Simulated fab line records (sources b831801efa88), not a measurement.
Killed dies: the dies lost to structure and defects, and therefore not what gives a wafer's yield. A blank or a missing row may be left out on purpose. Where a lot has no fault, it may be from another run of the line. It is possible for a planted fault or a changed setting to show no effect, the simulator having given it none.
Problem report in the 8D (eight disciplines) form, filled by code / flow sky130 / the parts of the form that need people (team, actions taken, sign-off) are left out

## 1. THE PROBLEM
Wafers without a fault read 99.98 C, standard deviation 0.12; plate temp C at SKY_POLY_GATE_SOFTBAKE_09 reads a mean of 92.68 C on 6 wafers belonging to 2 lots. That is -61 standard deviations from the usual mean.
The step: time 90 s.
First observed at day 18 12:00: wafer L491.1, on litho track-01. At this step, 18 wafers from 6 lots have a number in the record. The rule behind "out" and "out of limits": a value lying over 4 standard deviations away from the usual mean. Any other wafer with a number is counted as sound.

## 2. WHAT IT IS, WHAT IT ISN'T
question=which readings at this step | is=plate temp C, heater power total W | is not=resist line temp C
question=which lots | is=L491, L494 | is not=L497, L500, L503, L504
question=which wafers of those lots | is=all that have a number | is not=-
question=read on which tools | is=litho track-01 | is not=litho track-03, litho track-04
question=when | is=from day 18 12:00 | is not=up to then (0 sound wafers); but 12 sound wafers of L497, L500, L503, L504 came after

## 3. WHAT RULES OUT EACH SUSPECT
Counting: any tool at a process step up to the reading is kept as a suspect provided that every lot that is out went through it and no sound lot did after the first of them.
- litho track-01 at SKY_POLY_GATE_SOFTBAKE_09 (time 90 s): ruled out as a lasting fault. After its first lot that is out, L491 (day 18 12:00), sound lots L503 ran on it.
Left after counting: nothing in the record.

## 4. THE CAUSE (what the simulator had put in)
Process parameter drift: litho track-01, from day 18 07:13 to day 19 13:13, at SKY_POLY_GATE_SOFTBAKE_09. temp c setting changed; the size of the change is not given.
Counting ruled it out, wrongly.

## 5. THE CHAIN OF EFFECTS, in route order
Rows list readings where the struck wafers' mean (over those with a number) sits beyond 3 standard deviations from the usual. Only readings whose record carries a usual standard deviation are examined. hours: median over the lots of the time between each lot's start at the first step of this table that gives one and its start at this step. sigmas: the change, counted in usual standard deviations.
hours=0; step=SKY_POLY_GATE_SOFTBAKE_09; reading=heater power total W; usual=57.37 W; on struck wafers=51.62; change=-5.75; sigmas=-52
hours=0; step=SKY_POLY_GATE_SOFTBAKE_09; reading=plate temp C; usual=99.98 C; on struck wafers=92.68; change=-7.30; sigmas=-61
The process steps in it:
- SKY_POLY_GATE_SOFTBAKE_09: time 90 s.
Later steps that measure or inspect, where all struck wafers having a row at the step show a number for every such reading and not one has moved that far: SKY_POLY_GATE_CD_MEAS_13, SKY_POLY_GATE_OVL_MEAS_14.

## 6. HOW IT WOULD HAVE BEEN CAUGHT EARLIER
5 hours passed between the start of the fault at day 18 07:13 and the first reading out of limits in this record, taken at day 18 12:00.
